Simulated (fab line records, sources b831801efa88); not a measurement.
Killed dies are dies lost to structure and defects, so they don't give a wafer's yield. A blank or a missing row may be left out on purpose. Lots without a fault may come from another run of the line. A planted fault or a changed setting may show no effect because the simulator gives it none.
Problem report in the 8D (eight disciplines) form, filled by code | flow gf180mcu | the parts of the form that need people (team, actions taken, sign-off) are left out

1. THE PROBLEM
NSD_RS at GF_PSD_RS_MEAS_14 reads a mean of 47.69 ohm/sq on 3 wafers of 3 lots; wafers without a fault read 46.16 ohm/sq with a standard deviation of 0.091. That is +17 standard deviations from the usual mean.
The step: measures by four-point-probe.
First seen on wafer L800.3, day 15 14:06, on film_metro-04. The record holds 37 wafers of 13 lots with a number at this step. Rule for "out", or "out of limits": more than 4 standard deviations from the usual mean. The other wafers with a number count as sound.

2. WHAT IT IS AND WHAT IT IS NOT
question                    | is                           | is not
which readings at this step | NSD_RS                       | -
which lots                  | L800, L802, L804             | L797, L798, L799, L812, L813, L815, L816, L817, L819, L820
which wafers of those lots  | L800.3, L802.2, L804.3       | L800.1, L800.6, L802.5, L804.5
read on which gauges        | film_metro-02, film_metro-04 | film_metro-01
when                        | from day 15 14:06            | up to then (11 sound wafers); but 23 sound wafers of L802, L804, L812, L813, L815, L816, L817, L819, L820 came after

3. SUSPECTS, AND WHAT RULES EACH OUT
Counting: a tool at a process step up to the reading stays a suspect if it ran every lot that is out. Sound lots after the first of them don't rule it out here, since some wafers of a struck lot are sound.
- the gauge at GF_PSD_RS_MEAS_14: ruled out. The wafers that are out were read on 2 gauges (film_metro-02, film_metro-04).
- rtp_anneal-01 at GF_PSD_RTA_13 (time 20 s): kept. It ran every lot that is out, first L800 (day 15 14:01); its last sound lot up to then is L799 (day 15 08:31). Its own readings are out on those wafers: run_length_s.
Left after counting: rtp_anneal-01 at GF_PSD_RTA_13.

4. THE CAUSE (what the simulator had put in)
Process parameter drift: rtp_anneal-01, from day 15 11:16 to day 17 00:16, at GF_PSD_RTA_13. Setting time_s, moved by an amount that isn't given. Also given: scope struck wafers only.
Counting left only this tool.

5. THE CHAIN OF EFFECTS, in route order
Each row: a reading whose mean over the struck wafers that have a number lies more than 3 standard deviations from the usual. Only readings for which the record gives a usual standard deviation are gone through. hours: the time from each lot's start at the first step in this table that gives one to its start at this step, as a median over the lots. sigmas: the change in usual standard deviations.
hours | step              | reading      | usual         | on struck wafers | change | sigmas
0     | GF_PSD_RTA_13     | run_length_s | 48.40 s       | 42.68            | -5.72  | -25
0     | GF_PSD_RS_MEAS_14 | NSD_RS       | 46.16 ohm/sq  | 47.69            | +1.53  | +17
0     | GF_PSD_RS_MEAS_15 | PSD_RS       | 108.59 ohm/sq | 112.90           | +4.31  | +15
The process steps in it:
- GF_PSD_RTA_13: time 20 s.

6. WHAT WOULD HAVE CAUGHT IT SOONER
In this record the first reading out of limits at a measuring or inspecting step was taken at day 15 14:06, 3 hours after the fault began at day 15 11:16.
The tool's own readings at GF_PSD_RTA_13 were out on every struck wafer that the step has a row for (run_length_s): an alarm limit on them would have fired on the first of those.
Of the lots that are out (3), L802, L804 began GF_PSD_RTA_13 on rtp_anneal-01 after day 15 14:06. A hold on the tool at that time would have spared those 2.
